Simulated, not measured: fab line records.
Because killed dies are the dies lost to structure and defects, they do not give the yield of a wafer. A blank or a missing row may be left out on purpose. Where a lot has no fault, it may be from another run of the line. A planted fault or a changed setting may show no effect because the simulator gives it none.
8D (eight disciplines) problem report, filled in by code -- flow sky130 -- the parts of the form that need people (team, actions taken, sign-off) are left out

1. WHAT IS WRONG
Wafers without a fault read 15 with a standard deviation of 4.5, while killedAtFrontEnd at SKY_PAD_OPEN_PROBE_99 averages 68 across 3 wafers of 1 lot. That puts it +12 standard deviations away from the usual mean.
First seen on wafer L480.1, day 48 06:48, on prober-01. Wafers with a number at this step in the record: 16, from 6 lots. By rule, "out" or "out of limits" means more than 4 standard deviations away from the usual mean. Any other wafer with a number is counted as sound.

2. WHAT IT IS, AND WHAT IT ISN'T
question,is,is not
which readings at this step,killedAtFrontEnd,"killedAtContacts, killedAtOther, killedShort"
which lots,L480,"L472, L483, L484, L492, L493"
which wafers of those lots,all that have a number,-
read on which tools,prober-01,prober-02
when,from day 48 06:48,"up to then (3 sound wafers); but 10 sound wafers of L483, L484, L492, L493 came after"

3. SUSPECTS, AND WHAT RULES EACH OUT
Counting: a tool stays on the suspect list if, at a process step up to the reading, it processed all lots that are out and no sound lot following the first of them.
- wetBench-01 at SKY_FIELD_ISO_CLEAN_20 (cleans in dHF, time 20 s): kept. It ran the lot that is out, L480 (day 4 11:07), and no sound lot after that.
- plasmaAsher-02 at SKY_VIA4_STRIP_13 (strips in O2/N2): ruled out as a lasting fault. The sound lots L483, L493 went through it after L480, its earliest lot that is out (day 45 16:24).
- plasmaAsher-04 at SKY_PASSIVATION_STRIP_12 (strips in O2/N2): kept. It ran the lot that is out, L480 (day 47 10:38), and no sound lot after that.
- prober-01 at SKY_PAD_OPEN_PROBE_99: ruled out as a lasting fault. The sound lots L484, L493 went through it after L480, its earliest lot that is out (day 48 06:48).
Remaining after the count are wetBench-01 at SKY_FIELD_ISO_CLEAN_20 and plasmaAsher-04 at SKY_PASSIVATION_STRIP_12.

4. THE CAUSE (what the simulator had put in)
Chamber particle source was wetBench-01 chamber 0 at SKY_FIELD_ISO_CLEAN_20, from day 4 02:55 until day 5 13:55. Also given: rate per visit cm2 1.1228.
Counting left 2 suspects, and this tool is among them.

5. THE CHAIN OF EFFECTS, in route order
Each row: a reading whose mean over the struck wafers that have a number lies more than 3 standard deviations from the usual. Only readings whose record carries a usual standard deviation are examined. hours: median over the lots of the time between each lot's start at the first step of this table that gives one and its start at this step. sigmas: the change, counted in usual standard deviations.
hours,step,reading,usual,on struck wafers,change,sigmas
0,SKY_PAD_OPEN_PROBE_99,killedAtFrontEnd,15,68,+53,+12
0,SKY_PAD_OPEN_PROBE_99,killedDies,86,136,+50,+5.6
Process steps it contains:
- SKY_PAD_OPEN_PROBE_99

6. WHAT WOULD HAVE CAUGHT IT SOONER
In this record the first reading out of limits was taken at day 48 06:48, 1060 hours after the fault began at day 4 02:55.
All the lots that are out (1) had begun SKY_FIELD_ISO_CLEAN_20 on wetBench-01 by day 48 06:48. Had the tool been put on hold then, not one of them would have been saved.
